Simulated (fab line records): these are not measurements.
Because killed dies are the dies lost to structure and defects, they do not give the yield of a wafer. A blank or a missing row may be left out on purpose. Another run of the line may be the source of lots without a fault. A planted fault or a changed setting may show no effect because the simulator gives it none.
Which tool is to blame?    flow gf180mcu    39 wafers from 13 lots sampled at 3 of the route's 602 steps

## WHAT THE GAUGES SHOWED, per wafer
GF_NWELL_OVL_MEAS_07.
lot   measured     on          NWELL_OVL (nm)
L608  day 3 08:05  overlay-01  0.3 0.2 0.8
L609  day 3 13:14  overlay-02  2.1 1.0 2.4
L610  day 3 16:52  overlay-01  2.5 0.7 3.3
L611  day 4 00:41  overlay-01  1.4 0.7 0.2
L612  day 4 06:23  overlay-02  -0.5 -1.0 0.0
L613  day 4 10:18  overlay-02  -1.2 -1.8 0.3
L618  day 5 15:13  overlay-01  71.0 73.8 71.8
L621  day 6 08:38  overlay-02  73.6 72.0 70.4
L623  day 6 17:42  overlay-01  0.4 0.4 0.3
L624  day 6 22:52  overlay-02  -0.2 0.7 -1.4
L626  day 7 10:17  overlay-02  -1.6 -1.6 -1.2
L627  day 7 15:41  overlay-01  0.1 0.9 1.3
L630  day 8 08:26  overlay-02  1.0 2.5 1.5

GF_CONTACT_BOW_MEAS_05.
lot   measured      on            CONTACT_BOW (um)
L608  day 15 06:05  filmMetro-04  53 77 72
L609  day 15 12:53  filmMetro-04  73 67 66
L610  day 15 17:30  filmMetro-04  68 63 77
L611  day 16 11:01  filmMetro-02  68 68 60
L612  day 16 15:44  filmMetro-04  60 65 64
L613  day 16 20:44  filmMetro-02  55 67 61
L618  day 18 18:55  filmMetro-02  54 68 69
L621  day 19 21:16  filmMetro-04  60 70 59
L623  day 20 18:13  filmMetro-04  77 70 68
L624  day 20 20:32  filmMetro-04  63 51 63
L626  day 21 13:09  filmMetro-04  56 54 62
L627  day 21 22:47  filmMetro-02  71 59 83
L630  day 23 00:46  filmMetro-04  67 67 52

## EACH LOT AND THE TOOL THAT RAN IT (in order: tool; ch and the chambers of the sampled wafers; start)
lot   GF_NWELL_EXPOSE_04
L608  ilineStepper-01 ch 0, day 3 01:37
L609  ilineStepper-02 ch 0, day 3 06:58
L610  ilineStepper-02 ch 0, day 3 10:56
L611  ilineStepper-01 ch 0, day 3 18:00
L612  ilineStepper-02 ch 0, day 3 23:56
L613  ilineStepper-02 ch 0, day 4 03:38
L618  ilineStepper-01 ch 0, day 5 08:10
L621  ilineStepper-01 ch 0, day 6 01:11
L623  ilineStepper-02 ch 0, day 6 10:41
L624  ilineStepper-02 ch 0, day 6 15:02
L626  ilineStepper-02 ch 0, day 7 02:48
L627  ilineStepper-02 ch 0, day 7 08:13
L630  ilineStepper-02 ch 0, day 8 00:13
- GF_NWELL_EXPOSE_04: exposes mask Nwell, target cd 860 nm.

## AS READ BY THE TOOLS THEMSELVES (means over the sampled wafers that have a number; for cases with no such wafer, the mark the record gives instead)
The record holds no such reading with a usual standard deviation.

## THE ANSWER, worked out from the rows above alone
Rule: usual is defined by the lots themselves. Put in order of their means at a reading, lots are off if they are a third of the lots or fewer, leave a main group of 4 or more, and stand apart from it by a gap of 3 or more times the standard deviation of the main group's means; of several such gaps the widest counts. A main group whose means are all the same, to the digits that the tables above print for the reading, isn't used. A lot without any number at a reading at which 4 lots or more have one is off too. Where the step has rows for the other lots, those lots are counted as sound. The gauges are gone through in route order, then the tools' own readings, and for those a lot's mean is taken as printed above. The first step at which some lot is off is used, and at that step the reading that is off furthest; a lot without a number counts as furthest.
Off: L618, L621, seen at GF_NWELL_OVL_MEAS_07 (NWELL_OVL). The main group has a mean of 0.4 nm with a standard deviation of 1.1.
A tool fits if, at a process step before that reading, it ran every lot that is off, and no sound lot after the first of them. The gauges at GF_NWELL_OVL_MEAS_07 are tried like those tools. One fits: ilineStepper-01 at GF_NWELL_EXPOSE_04. A fault onset in the window from L611 (day 3 18:00, its last sound lot) to L618 (day 5 08:10, its first lot off) fits.

## WHAT THE SIMULATOR PUT IN
Scanner matching overlay: ilineStepper-01, from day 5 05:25 on, at GF_NWELL_EXPOSE_04. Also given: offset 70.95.
Lots struck among those shown: L618, L621. Same finding as the rule above.
